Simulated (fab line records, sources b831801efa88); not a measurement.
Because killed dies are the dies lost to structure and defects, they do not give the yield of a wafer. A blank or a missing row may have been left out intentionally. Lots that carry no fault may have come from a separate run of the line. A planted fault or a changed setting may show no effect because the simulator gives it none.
A single fault, viewed from 2 desks :: flow gf180mcu :: every desk sees just its own numbers, and what lay behind them comes last

== AT THE TOOL OWNER'S DESK: implanter-03 ==
GF_HV_LDD_IMPLANT_48, tool's own readings: per-lot mean of the sampled wafers with a number, covering each lot this tool ran. A lot is out of limits, marked OUT, if its mean lies more than 4 standard deviations from the usual mean; the brackets give that distance.
Columns: A = dose_ions_cm2 at GF_HV_LDD_IMPLANT_48, usual 3e+13; B = faraday_current_uA at GF_HV_LDD_IMPLANT_48, usual 169
lot: L937
first seen here: day 14 07:50
A: 3e+13
B: 169

lot: L939
first seen here: day 15 03:50
A: 3e+13
B: 169

lot: L942
first seen here: day 16 08:55
A: 3e+13
B: 171

lot: L943
first seen here: day 16 17:17
A: 3e+13 (+99 or more) OUT
B: 190 (+6.7) OUT

lot: L945
first seen here: day 17 02:26
A: 3e+13 (+99) OUT
B: 189 (+6.3) OUT
This desk's verdict: out of limits on L943, L945, starting with L943 at day 16 17:17 (dose_ions_cm2 at GF_HV_LDD_IMPLANT_48). Within limits: L937, L939, L942.

== FROM THE METROLOGY DESK ==
What the gauges read for every lot (on any tool): the sampled wafers with a number, averaged. A lot is out of limits, marked OUT, if its mean lies more than 4 standard deviations from the usual mean; the brackets give that distance.
Columns: A = HV_LDD_OVL at GF_HV_LDD_OVL_MEAS_08, usual -1.2 nm; B = HV_LDD_4_TW at GF_HV_LDD_TW_MEAS_50, usual 561
lot: L931
first seen here: day 10 00:58
A: -1.7
B: 558

lot: L934
first seen here: day 10 22:16
A: -1.9
B: 563

lot: L936
first seen here: day 11 13:44
A: -2.5
B: 563

lot: L937
first seen here: day 11 19:16
A: -2.4
B: 562

lot: L939
first seen here: day 12 13:49
A: -1.8
B: 558

lot: L942
first seen here: day 13 17:13
A: -1.8
B: 558

lot: L943
first seen here: day 14 00:51
A: -0.9
B: 579 (+4.5) OUT

lot: L944
first seen here: day 14 04:39
A: -0.1
B: 561

lot: L945
first seen here: day 14 09:00
A: -2.0
B: 579 (+4.5) OUT

lot: L952
first seen here: day 16 14:39
A: -1.7
B: 558

lot: L953
first seen here: day 16 20:12
A: -1.2
B: 567

lot: L954
first seen here: day 17 06:57
A: -1.7
B: 560
This desk finds L943, L945 out of limits, with the earliest case on L943 at day 16 17:31 (HV_LDD_4_TW at GF_HV_LDD_TW_MEAS_50). Within limits: L931, L934, L936, L937, L939, L942, L944, L952, L953, L954.

== PUT TOGETHER ==
An alarm could have come from the tool owner's desk at day 16 17:17, on L943, L945.
On L943, L945, the metrology desk was in a position to raise an alarm at day 16 17:31.
Of the lots named, all ran GF_HV_LDD_IMPLANT_48 on implanter-03.

== WHAT THE SIMULATOR PUT IN ==
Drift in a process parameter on implanter-03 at GF_HV_LDD_IMPLANT_48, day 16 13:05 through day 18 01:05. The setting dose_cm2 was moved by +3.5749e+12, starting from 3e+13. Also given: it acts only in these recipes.
Struck lots among those shown: L943, L945.
Fault start to first reading out of limits, in hours, per desk: tool owner, 4; metrology, 4.
